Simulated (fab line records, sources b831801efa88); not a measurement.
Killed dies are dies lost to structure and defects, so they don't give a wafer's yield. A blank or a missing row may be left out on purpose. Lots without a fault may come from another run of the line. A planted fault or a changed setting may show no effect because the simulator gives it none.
One fault seen from 2 desks | flow gf180mcu | each desk has only its own numbers; what lay behind them comes last

THE TOOL OWNER'S DESK: cvd_w-01
The tool's own readings at GF_V2_CVD_23 (deposits W, target thk 350 nm, time 104.94 s): means of the sampled wafers that have a number, for each lot that ran on this tool. A lot is out of limits, marked OUT, if its mean lies more than 4 standard deviations from the usual mean; the brackets give that distance.
Columns: A = heater_power_outer_w at GF_V2_CVD_23, usual 479 W; B = heater_power_w at GF_V2_CVD_23, usual 800 W
lot  | first seen here | A   | B
L536 | day 20 09:38    | 479 | 769
L540 | day 22 01:26    | 468 | 781
L543 | day 23 01:44    | 457 | 797
L544 | day 23 09:02    | 466 | 795
L546 | day 24 01:22    | 451 | 808
L554 | day 26 16:40    | 463 | 799
L555 | day 26 18:22    | 461 | 806
L557 | day 27 12:30    | 472 | 785
L558 | day 27 13:53    | 465 | 798
This desk's finding: nothing out of limits on any of the 9 lots.

THE METROLOGY DESK
What the gauges read, lot by lot, whatever tool the lot ran on: means of the sampled wafers that have a number. A lot is out of limits, marked OUT, if its mean lies more than 4 standard deviations from the usual mean; the brackets give that distance.
Columns: A = V2_W_RS at GF_V2_RS_MEAS_24, usual 0.327 ohm/sq; B = V2_W_THK at GF_V2_THK_MEAS_25, usual 346 nm
lot  | first seen here | A               | B
L536 | day 20 09:46    | 0.332           | 342
L538 | day 21 01:40    | 0.325           | 346
L540 | day 22 01:32    | 0.333           | 345
L543 | day 23 01:50    | 0.428 (+18) OUT | 271 (-12) OUT
L544 | day 23 09:09    | 0.433 (+19) OUT | 267 (-12) OUT
L546 | day 24 01:28    | 0.474 (+27) OUT | 241 (-16) OUT
L554 | day 26 16:48    | 0.326           | 348
L555 | day 26 18:29    | 0.328           | 344
L556 | day 27 00:13    | 0.323           | 353
L557 | day 27 12:37    | 0.332           | 346
L558 | day 27 14:01    | 0.328           | 345
This desk's finding: out of limits on L543, L544, L546; first on L543, day 23 01:50 (V2_W_RS at GF_V2_RS_MEAS_24). In limits: L536, L538, L540, L554, L555, L556, L557, L558.

PUT TOGETHER
The metrology desk could have raised an alarm at day 23 01:50, on L543, L544, L546.
The tool owner's desk saw nothing out of limits.
The tool owner's desk has L543, L544, L546 on record, within its limits.
Of the lots named, all ran GF_V2_CVD_23 on cvd_w-01.

WHAT THE SIMULATOR HAD PUT IN
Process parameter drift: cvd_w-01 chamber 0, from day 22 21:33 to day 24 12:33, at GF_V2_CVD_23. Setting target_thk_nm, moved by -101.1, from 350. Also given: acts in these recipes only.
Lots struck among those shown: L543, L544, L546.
Hours from the fault's start to each desk's first reading out of limits: the metrology desk, 4.
